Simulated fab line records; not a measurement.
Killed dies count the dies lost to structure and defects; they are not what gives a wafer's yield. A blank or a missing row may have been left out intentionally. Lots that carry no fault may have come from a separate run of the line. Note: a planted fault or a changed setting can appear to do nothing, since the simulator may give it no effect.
fab line records    flow sky130
[record] lots = 12  wafers = 36  lastDay = 50
route steps=708 shown SONOS_ONO@181 POLY_GATE@235 LDD_HVN@275 POLY_CUT@317
lots that met no fault: taken from a fault-free run of the same line
startH: the number of hours between the record's first day and the start of the first shown wafer of the lot    waitH: how many hours have passed since the lot's step before this one    " same as the row above    L1.1+2: a row that stands for several wafers    - no value, or no start was given    * or withheld: withheld    < > ~ a bound
route shown NAME@n: a module of which the file shows steps, and the number in the route of the first    usual: mean/standard deviation taken from wafers without a fault    same: alike in all rows    chamber/n: place in a boat    sites: readings site by site    _std_site: their standard deviation    _edge_site: inner sites' mean taken away from outer sites' mean    radiusMm: for every site, how far away it sits from the centre of the wafer    mask NAME#n: copy n    behind: the tool/chamber that last shaped the wafer    hold: the reason the lot was held/the length of the hold in hours/how it ended    device: the n, p or np transistor that did not switch    end of line: the tests these same wafers got at the end of their route    a step without rows: its recipe alone    killed: the dies lost at the first sort to structure and to defects; this is not the yield of the wafer    map: dies across one wafer; x = killed, . = not, _ = none there
set.NAME: the setting that was run; set.NAME@STEP: the one run at that earlier step    model.NAME: the simulator's own value behind a step, which no gauge read
the route's steps for a sample of lots (tables are steps, rows are wafers)
services: the hour from which a tool's chamber was out of use, counted from the record's first day as startH (under 0 if before that day), plus the number of hours and why
[[steps]]
[step SKY_SONOS_ONO_CD_MEAS_13]
[recipe] targetCdNm = 410
[usual] cdNm = 410.3/2.1
lot.wafer  tool      chamber  startH  waitH  cdNm
L115.3     cdSem-01  -        289.44  0.1    411.3
L115.5     "         -        "       "      411.9
L115.6     "         -        "       "      411.6
L116.1     cdSem-02  -        297.95  0.1    414.5
L116.2     "         -        "       "      414.4
L116.4     "         -        "       "      416.8
L118.2     cdSem-01  -        303.87  0.1    410.0
L118.3     "         -        "       "      409.1
L118.5     "         -        "       "      409.5
L120.1     cdSem-01  -        325.95  0.1    410.6
L120.2     "         -        "       "      409.1
L120.6     "         -        "       "      409.1
L121.4     cdSem-02  -        335.92  0.1    406.0
L121.5     "         -        "       "      405.9
L121.6     "         -        "       "      407.0
L128.2     cdSem-02  -        401.82  0.1    408.1
L128.4     "         -        "       "      409.9
L128.5     "         -        "       "      408.6
L129.3     cdSem-02  -        409.63  0.1    407.5
L129.4     "         -        "       "      405.0
L129.6     "         -        "       "      407.8
L130.3     cdSem-01  -        412.08  0.1    412.4
L130.5     "         -        "       "      412.1
L130.6     "         -        "       "      412.2
L131.2     cdSem-02  -        416.91  0.1    410.7
L131.4     "         -        "       "      410.8
L131.6     "         -        "       "      408.1
L132.1     cdSem-02  -        421.25  0.1    411.1
L132.2     "         -        "       "      409.0
L132.4     "         -        "       "      410.4
L135.3     cdSem-01  -        451.03  0.1    412.6
L135.5     "         -        "       "      411.2
L135.6     "         -        "       "      410.3
L136.3     cdSem-01  -        461.85  0.1    412.3
L136.4     "         -        "       "      409.5
L136.5     "         -        "       "      412.3
[step SKY_POLY_GATE_THK_MEAS_21]
[recipe] reads = SiO2_of_POLY_GATE_OXIDATION_20
[usual] POLY_GATE_OXIDATION_THK = 4.02/0.072
lot.wafer  tool          chamber  startH  waitH  POLY_GATE_OXIDATION_THK[nm]
L115.3     filmMetro-01  -        379.31  0.0    3.94
L115.5     "             -        "       "      4.02
L115.6     "             -        "       "      4.04
L116.1     filmMetro-03  -        387.64  0.0    4.00
L116.2     "             -        "       "      4.00
L116.4     "             -        "       "      4.01
L118.2     filmMetro-03  -        396.56  0.0    4.09
L118.3     "             -        "       "      3.94
L118.5     "             -        "       "      3.93
L120.1     filmMetro-01  -        424.38  0.0    4.16
L120.2     "             -        "       "      4.23
L120.6     "             -        "       "      4.16
L121.4     filmMetro-04  -        434.08  0.0    4.01
L121.5     "             -        "       "      4.07
L121.6     "             -        "       "      4.08
L128.2     filmMetro-04  -        501.96  0.0    3.90
L128.4     "             -        "       "      4.02
L128.5     "             -        "       "      4.00
L129.3     filmMetro-03  -        512.68  0.0    3.99
L129.4     "             -        "       "      3.93
L129.6     "             -        "       "      4.04
L130.3     filmMetro-01  -        514.19  0.0    4.12
L130.5     "             -        "       "      4.08
L130.6     "             -        "       "      3.92
L131.2     filmMetro-01  -        519.38  0.0    4.05
L131.4     "             -        "       "      4.03
L131.6     "             -        "       "      4.15
L132.1     filmMetro-03  -        525.47  0.0    4.00
L132.2     "             -        "       "      4.00
L132.4     "             -        "       "      4.00
L135.3     filmMetro-04  -        552.33  0.0    4.07
L135.5     "             -        "       "      3.94
L135.6     "             -        "       "      3.93
L136.3     filmMetro-01  -        561.14  0.0    4.08
L136.4     "             -        "       "      4.05
L136.5     "             -        "       "      4.08
[step SKY_LDD_HVN_IMPLANT_08]
[recipe] species = P  energyKev = 60  doseCm2 = 3e+13  tiltDeg = 40
[usual] beamEnergyKeV = 60.007/0.018  doseIonsCm2 = 3e+13/3.8e+10  faradayCurrentUA = 169/3.4
lot.wafer  tool          chamber  startH  waitH  beamEnergyKeV  doseIonsCm2  faradayCurrentUA
L115.3     implanter-04  0        472.42  0.1    59.974         2.994e+13    173
L115.5     "             0        "       "      60.038         3.002e+13    169
L115.6     "             0        "       "      59.972         2.997e+13    168
L116.1     implanter-03  0        478.81  0.0    59.977         3.004e+13    166
L116.2     "             0        "       "      59.989         2.996e+13    171
L116.4     "             0        "       "      60.035         3.001e+13    167
L118.2     implanter-04  0        489.40  0.0    59.989         2.002e+13    116
L118.3     "             0        "       "      60.034         1.999e+13    114
L118.5     "             0        "       "      60.005         2.005e+13    115
L120.1     implanter-04  0        518.15  0.0    60.013         2.002e+13    111
L120.2     "             0        "       "      60.016         1.996e+13    111
L120.6     "             0        "       "      60.007         1.999e+13    114
L121.4     implanter-04  0        525.90  0.1    60.013         2.007e+13    112
L121.5     "             0        "       "      59.992         2.005e+13    119
L121.6     "             0        "       "      60.027         2.009e+13    114
L128.2     implanter-04  0        591.82  0.0    60.000         2.996e+13    167
L128.4     "             0        "       "      59.989         3e+13        179
L128.5     "             0        "       "      60.000         2.993e+13    163
L129.3     implanter-04  0        603.86  0.1    60.010         3.003e+13    168
L129.4     "             0        "       "      59.990         3.004e+13    162
L129.6     "             0        "       "      60.005         3.001e+13    170
L130.3     implanter-04  0        604.97  0.1    59.979         3.001e+13    172
L130.5     "             0        "       "      60.008         3.006e+13    171
L130.6     "             0        "       "      59.981         2.999e+13    171
L131.2     implanter-04  0        609.39  0.0    60.042         3.005e+13    169
L131.4     "             0        "       "      60.039         3.005e+13    167
L131.6     "             0        "       "      60.010         3.008e+13    173
L132.1     implanter-04  0        615.47  0.0    60.026         2.999e+13    166
L132.2     "             0        "       "      60.016         2.999e+13    172
L132.4     "             0        "       "      60.021         3e+13        163
L135.3     implanter-04  0        641.07  0.1    60.031         2.994e+13    165
L135.5     "             0        "       "      60.004         3.002e+13    169
L135.6     "             0        "       "      60.020         3e+13        165
L136.3     implanter-01  0        648.70  0.1    60.044         2.998e+13    166
L136.4     "             0        "       "      60.021         3.003e+13    172
L136.5     "             0        "       "      60.027         3.001e+13    168
[step SKY_LDD_HVN_TW_MEAS_10]
[usual] LDD_HVN_TW = 1432/7
lot.wafer  tool          chamber  startH  waitH  LDD_HVN_TW
L115.3     filmMetro-01  -        472.64  0.1    1425
L115.5     "             -        "       "      1425
L115.6     "             -        "       "      1431
L116.1     filmMetro-01  -        479.21  0.1    1422
L116.2     "             -        "       "      1422
L116.4     "             -        "       "      1418
L118.2     filmMetro-01  -        489.63  0.1    1257
L118.3     "             -        "       "      1262
L118.5     "             -        "       "      1255
L120.1     filmMetro-01  -        518.40  0.1    1260
L120.2     "             -        "       "      1255
L120.6     "             -        "       "      1256
L121.4     filmMetro-03  -        526.10  0.1    1261
L121.5     "             -        "       "      1268
L121.6     "             -        "       "      1263
L128.2     filmMetro-01  -        592.06  0.1    1438
L128.4     "             -        "       "      1434
L128.5     "             -        "       "      1432
L129.3     filmMetro-01  -        604.08  0.1    1428
L129.4     "             -        "       "      1414
L129.6     "             -        "       "      1417
L130.3     filmMetro-03  -        605.19  0.1    1438
L130.5     "             -        "       "      1448
L130.6     "             -        "       "      1441
L131.2     filmMetro-01  -        609.62  0.1    1424
L131.4     "             -        "       "      1423
L131.6     "             -        "       "      1426
L132.1     filmMetro-03  -        615.72  0.1    1438
L132.2     "             -        "       "      1439
L132.4     "             -        "       "      1437
L135.3     filmMetro-04  -        641.29  0.1    1436
L135.5     "             -        "       "      1430
L135.6     "             -        "       "      1435
L136.3     filmMetro-04  -        648.94  0.1    1429
L136.4     "             -        "       "      1433
L136.5     "             -        "       "      1427
[step SKY_POLY_CUT_ETCH_10]
[recipe] chemistry = N2/H2  target = BARC  ionEnergyEv = 200  sourceW = 500  biasW = 100  pressureMtorr = 30  n2FlowSccm = 100  h2FlowSccm = 200  stopOn = SiO2  timeS = 45.9  targetDepthA = 600
[usual] drypumpMotorCurrentA = 5.7/0.4  oesProductAu = 0.855/0.0047  throttleValvePct = 13.225/0.009
lot.wafer  tool        chamber  startH  waitH  drypumpMotorCurrentA  oesProductAu  rfHoursCounterH  throttleValvePct
L115.3     rieDiel-01  3        567.09  0.0    5.0                   0.854         2                13.230
L115.5     "           3        "       "      5.0                   0.858         -                13.220
L115.6     "           0        "       "      5.4                   0.847         -                13.220
L116.1     rieDiel-01  0        572.49  0.0    5.4                   0.855         1                13.217
L116.2     "           2        "       "      5.9                   0.857         18               13.222
L116.4     "           0        "       "      5.4                   0.848         -                13.227
L118.2     rieDiel-04  2        581.73  0.0    5.6                   0.855         0                13.223
L118.3     "           1        "       "      6.3                   0.856         65               13.216
L118.5     "           1        "       "      6.3                   0.865         -                13.227
L120.1     rieDiel-03  0        610.13  0.0    5.3                   0.854         5                13.211
L120.2     "           2        "       "      6.0                   0.860         35               13.225
L120.6     "           0        "       "      5.3                   0.860         -                13.224
L121.4     rieDiel-01  1        617.45  0.0    6.1                   0.846         1                13.228
L121.5     "           3        "       "      5.0                   0.853         -                13.243
L121.6     "           0        "       "      5.3                   0.852         -                13.244
L128.2     rieDiel-04  1        679.96  0.0    6.3                   0.856         0                13.221
L128.4     "           0        "       "      6.0                   0.865         12               13.223
L128.5     "           3        "       "      5.8                   0.859         -                13.218
L129.3     rieDiel-04  3        690.39  0.0    5.9                   0.850         2                13.237
L129.4     "           1        "       "      6.3                   0.852         0                13.214
L129.6     "           1        "       "      6.3                   0.854         -                13.230
L130.3     rieDiel-04  2        693.39  0.0    5.6                   0.847         3                13.210
L130.5     "           1        "       "      6.3                   0.848         -                13.228
L130.6     "           2        "       "      5.6                   0.853         -                13.202
L131.2     rieDiel-03  1        696.53  0.0    5.6                   0.849         11               13.225
L131.4     "           1        "       "      5.6                   0.856         -                13.242
L131.6     "           0        "       "      5.3                   0.842         -                13.212
L132.1     rieDiel-04  3        706.36  0.0    5.9                   0.856         2                13.223
L132.2     "           2        "       "      5.6                   0.863         3                13.227
L132.4     "           0        "       "      6.0                   0.854         13               13.232
L135.3     rieDiel-03  2        728.59  0.0    6.0                   0.854         37               13.236
L135.5     "           1        "       "      5.6                   0.860         -                13.239
L135.6     "           0        "       "      5.3                   0.848         -                13.222
L136.3     rieDiel-03  1        735.69  0.0    5.6                   0.859         11               13.215
L136.4     "           0        "       "      5.3                   0.853         7                13.223
L136.5     "           3        "       "      5.1                   0.857         -                13.212
[[services]]
tool          chamber  startH  hours  kind
implanter-03  -        449.85  2.4    repair
rieDiel-04    0        460.33  3.3    repair
rieDiel-01    -        499.71  2.8    pm
rieDiel-03    0        506.26  2.7    repair
rieDiel-04    -        509.63  1.1    repair
implanter-01  -        527.61  5.5    repair
rieDiel-03    -        533.40  0.4    repair
rieDiel-03    3        533.64  10.6   repair
implanter-04  -        556.06  1.2    repair
rieDiel-03    3        577.44  7.4    repair
implanter-04  -        579.88  5.6    repair
implanter-01  -        586.32  25.1   pm
rieDiel-04    -        588.19  28.1   pm
implanter-03  -        589.34  141.5  pm
rieDiel-03    2        599.85  1.9    repair
rieDiel-04    1        629.21  5.6    repair
rieDiel-01    2        629.42  3.9    repair
implanter-04  -        646.51  3.5    pm
rieDiel-03    -        661.51  2.8    pm
rieDiel-03    -        670.20  2.0    repair
rieDiel-03    -        670.23  0.6    repair
rieDiel-03    0        689.35  6.7    repair
rieDiel-03    3        694.04  31.4   repair
implanter-04  -        731.90  1.4    repair
[[key]]
[firstSign] step = SKY_LDD_HVN_IMPLANT_08  reading = doseIonsCm2  direction = down  sigmas = 99+  usual = *  struck = *
[effect] step = SKY_LDD_HVN_IMPLANT_08  reading = faradayCurrentUA  direction = down  sigmas = 16  usual = 169  struck = 114
[effect] step = SKY_LDD_HVN_TW_MEAS_10  reading = LDD_HVN_TW  direction = down  sigmas = 24  usual = 1432  struck = 1260
metAt SKY_LDD_HVN_IMPLANT_08
struckLots L118,L120,L121
testerLeftOut L118,L120,L121
notActingAt SKY_SONOS_ONO_CD_MEAS_13,SKY_POLY_GATE_THK_MEAS_21,SKY_POLY_CUT_ETCH_10
onsetBetween 472.42 489.40
[fault] kind = processParameterDrift  tool = implanter-04  chamber = -  onsetH = 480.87  steps = SKY_LDD_HVN_IMPLANT_08  channel = doseCm2  offset = *  shape = step  endH = 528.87  actsIn = *  stated = *
// testerLeftOut: of these lots the tester's yield and bins aren't shown, on N5 and GAA mostly nor the transistor test; their killed dies are dies lost to structure and defects alone, not to doping, threshold or leakage, so they don't give the yield
